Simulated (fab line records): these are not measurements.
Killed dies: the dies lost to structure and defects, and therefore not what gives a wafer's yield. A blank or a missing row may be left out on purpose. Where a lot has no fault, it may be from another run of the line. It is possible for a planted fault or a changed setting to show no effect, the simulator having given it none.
Chamber matching	flow sky130	cmp-01 running SKY_VIA1_CMP_24: 4 sister chambers
The step polishes, stops on SiO2, t overpolish 15 s, target thk 0 nm. 4 wafers are shown with their chamber, then 10 later ones without.

WAFERS WITH THEIR CHAMBER
wafer	chamber	time-to-endpoint-s (s)
L087.3	1	55.7
L089.6	3	64.3
L092.2	0	61.7
L092.4	2	61.4

WAFERS MISSING THEIR CHAMBER
wafer	time-to-endpoint-s (s)
L092.6	61.5
L093.3	59.6
L093.4	61.9
L093.6	59.2
L095.2	62.5
L095.3	57.7
L095.5	60.4
L097.1	60.1
L097.2	66.0
L097.4	64.1

EACH ONE'S CHAMBER
wafer	from the rows above	in truth
L092.6	can't be placed: 2 or 0 or 3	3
L093.3	can't be placed: 2 or 0 or 1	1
L093.4	can't be placed: 0 or 2 or 3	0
L093.6	can't be placed: 2 or 0 or 1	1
L095.2	can't be placed: 0 or 2 or 3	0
L095.3	can't be placed: 1 or 2 or 0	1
L095.5	can't be placed: 2 or 0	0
L097.1	can't be placed: 2 or 0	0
L097.2	can't be placed: 3 or 0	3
L097.4	can't be placed: 3 or 0 or 2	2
Correctly placed: 0 of 10. Not placeable from these rows: 10 (in 10, the candidates include the true chamber). Placed wrongly: 0.
How it was worked out, from the rows above alone: a wafer's distance from a chamber is the root of the sum, over the readings, of the square of ((its reading less the chamber's mean) divided by the reading's scatter). If the next closest chamber is less than 2 further off than the closest, the wafer can't be placed; otherwise it belongs to the closest. A chamber's mean is the mean of its shown wafers. The scatter: with one shown wafer a chamber, the root of the mean of the squares of how far each hidden wafer lies from its nearest shown one.
